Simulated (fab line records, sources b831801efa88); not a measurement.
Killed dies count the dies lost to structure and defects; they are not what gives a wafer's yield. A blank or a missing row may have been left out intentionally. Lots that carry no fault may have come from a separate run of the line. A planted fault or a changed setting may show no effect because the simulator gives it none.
Matching of chambers || flow sky130 || 4 sister chambers for SKY_PASSIVATION_ETCH_11 on rie diel-04
The step etches the open film in CF4/O2, stops on AlCu, target depth 725 nm, time 161.1 s. 14 wafers are shown with their chamber, then 6 later ones without.

WAFERS PAIRED WITH THEIR CHAMBERS
{"wafer": "L244.1", "chamber": 2, "throttle valve pct (%)": 5.947, "oes product au (a.u.)": 0.988}
{"wafer": "L244.3", "chamber": 3, "throttle valve pct (%)": 5.951, "oes product au (a.u.)": 0.964}
{"wafer": "L244.5", "chamber": 3, "throttle valve pct (%)": 5.981, "oes product au (a.u.)": 0.976}
{"wafer": "L246.2", "chamber": 1, "throttle valve pct (%)": 5.963, "oes product au (a.u.)": 0.974}
{"wafer": "L246.4", "chamber": 2, "throttle valve pct (%)": 5.957, "oes product au (a.u.)": 0.983}
{"wafer": "L246.5", "chamber": 0, "throttle valve pct (%)": 5.967, "oes product au (a.u.)": 0.982}
{"wafer": "L248.2", "chamber": 2, "throttle valve pct (%)": 5.971, "oes product au (a.u.)": 0.973}
{"wafer": "L248.4", "chamber": 3, "throttle valve pct (%)": 5.968, "oes product au (a.u.)": 0.976}
{"wafer": "L248.6", "chamber": 3, "throttle valve pct (%)": 5.958, "oes product au (a.u.)": 0.985}
{"wafer": "L249.1", "chamber": 3, "throttle valve pct (%)": 5.959, "oes product au (a.u.)": 0.968}
{"wafer": "L249.2", "chamber": 2, "throttle valve pct (%)": 5.967, "oes product au (a.u.)": 0.984}
{"wafer": "L249.3", "chamber": 0, "throttle valve pct (%)": 5.981, "oes product au (a.u.)": 0.978}
{"wafer": "L252.1", "chamber": 0, "throttle valve pct (%)": 5.972, "oes product au (a.u.)": 0.965}
{"wafer": "L252.4", "chamber": 1, "throttle valve pct (%)": 5.966, "oes product au (a.u.)": 0.992}

SIGNATURES (means of the wafers above)
{"reading": "throttle valve pct", "chamber 0": 5.97333, "chamber 1": 5.96450, "chamber 2": 5.96050, "chamber 3": 5.96340, "scatter within a chamber": 0.00993}
{"reading": "oes product au", "chamber 0": 0.97500, "chamber 1": 0.98300, "chamber 2": 0.98200, "chamber 3": 0.97380, "scatter within a chamber": 0.00841}
Rule: for a wafer and a chamber, the distance is found by dividing, reading by reading, the gap between the wafer's reading and the chamber's mean by the reading's scatter, squaring, summing and taking the root. The wafer belongs to the nearest chamber; if the next one is less than 2 further off, it can't be placed. The scatter is the square root of a quotient: the sum, over the shown wafers, of each reading's squared deviation from its chamber's mean, divided by wafers minus chambers.

WAFERS MISSING THEIR CHAMBER
{"wafer": "L252.5", "throttle valve pct (%)": 5.952, "oes product au (a.u.)": 0.967}
{"wafer": "L258.2", "throttle valve pct (%)": 5.966, "oes product au (a.u.)": 0.964}
{"wafer": "L258.4", "throttle valve pct (%)": 5.981, "oes product au (a.u.)": 0.977}
{"wafer": "L258.5", "throttle valve pct (%)": 5.970, "oes product au (a.u.)": 0.975}
{"wafer": "L261.3", "throttle valve pct (%)": 5.969, "oes product au (a.u.)": 0.983}
{"wafer": "L261.4", "throttle valve pct (%)": 5.981, "oes product au (a.u.)": 0.975}

WHICH CHAMBER EACH ONE RAN IN
{"wafer": "L252.5", "from the rows above": "can't be placed: 3 or 2 or 1 or 0", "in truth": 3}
{"wafer": "L258.2", "from the rows above": "can't be placed: 3 or 0 or 2 or 1", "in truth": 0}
{"wafer": "L258.4", "from the rows above": "can't be placed: 0 or 1 or 3 or 2", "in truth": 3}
{"wafer": "L258.5", "from the rows above": "can't be placed: 0 or 3 or 1 or 2", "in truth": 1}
{"wafer": "L261.3", "from the rows above": "can't be placed: 1 or 2 or 0 or 3", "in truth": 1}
{"wafer": "L261.4", "from the rows above": "can't be placed: 0 or 3 or 1 or 2", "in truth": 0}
Correct placement for 0 of the 6. From these rows, 6 cannot be placed; in 6 the true chamber is one of the candidates. 0 placed wrongly.
